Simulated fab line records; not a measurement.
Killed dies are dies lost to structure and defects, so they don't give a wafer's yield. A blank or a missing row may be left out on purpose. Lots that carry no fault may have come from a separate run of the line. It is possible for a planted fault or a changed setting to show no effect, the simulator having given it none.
Chamber matching :: flow gf180mcu :: pecvd-02 running GF_PASSIVATION_CVD_00: 3 sister chambers
The step deposits SiO2 from TEOS, target thk 1000 nm, time 111.95 s. 3 wafers are shown with their chamber, then 12 later ones without.

## EACH WAFER AND ITS CHAMBER
wafer: L086.2
chamber: 1
heater power w (W): 743

wafer: L087.4
chamber: 2
heater power w (W): 700

wafer: L087.6
chamber: 0
heater power w (W): 656

## WAFERS MISSING THEIR CHAMBER
wafer: L088.1
heater power w (W): 671

wafer: L088.5
heater power w (W): 648

wafer: L088.6
heater power w (W): 766

wafer: L089.1
heater power w (W): 689

wafer: L089.3
heater power w (W): 705

wafer: L089.6
heater power w (W): 536

wafer: L093.1
heater power w (W): 714

wafer: L093.2
heater power w (W): 710

wafer: L093.3
heater power w (W): 631

wafer: L096.1
heater power w (W): 591

wafer: L096.2
heater power w (W): 742

wafer: L096.3
heater power w (W): 729

## EACH ONE'S CHAMBER
wafer: L088.1
from the rows above: can't be placed: 0 or 2 or 1
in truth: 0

wafer: L088.5
from the rows above: can't be placed: 0 or 2
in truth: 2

wafer: L088.6
from the rows above: can't be placed: 1 or 2
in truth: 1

wafer: L089.1
from the rows above: can't be placed: 2 or 0 or 1
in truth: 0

wafer: L089.3
from the rows above: can't be placed: 2 or 1 or 0
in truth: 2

wafer: L089.6
from the rows above: can't be placed: 0 or 2
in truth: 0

wafer: L093.1
from the rows above: can't be placed: 2 or 1 or 0
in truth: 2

wafer: L093.2
from the rows above: can't be placed: 2 or 1 or 0
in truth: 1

wafer: L093.3
from the rows above: can't be placed: 0 or 2
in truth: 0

wafer: L096.1
from the rows above: can't be placed: 0 or 2
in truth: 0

wafer: L096.2
from the rows above: can't be placed: 1 or 2
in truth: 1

wafer: L096.3
from the rows above: can't be placed: 1 or 2 or 0
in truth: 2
Correctly placed: 0 of 12. Unplaceable from these rows: 12, with the true chamber sitting among the candidates in 12. Placed wrongly: 0.
How it was worked out, from the rows above alone: a wafer's distance from a chamber is the root of the sum, over the readings, of the square of ((its reading less the chamber's mean) divided by the reading's scatter). If the next closest chamber is less than 2 further off than the closest, the wafer can't be placed; otherwise it belongs to the closest. The mean given for a chamber averages the wafers shown for that chamber. The scatter: root of mean squared gap, hidden wafer to nearest shown wafer, with one shown wafer a chamber.
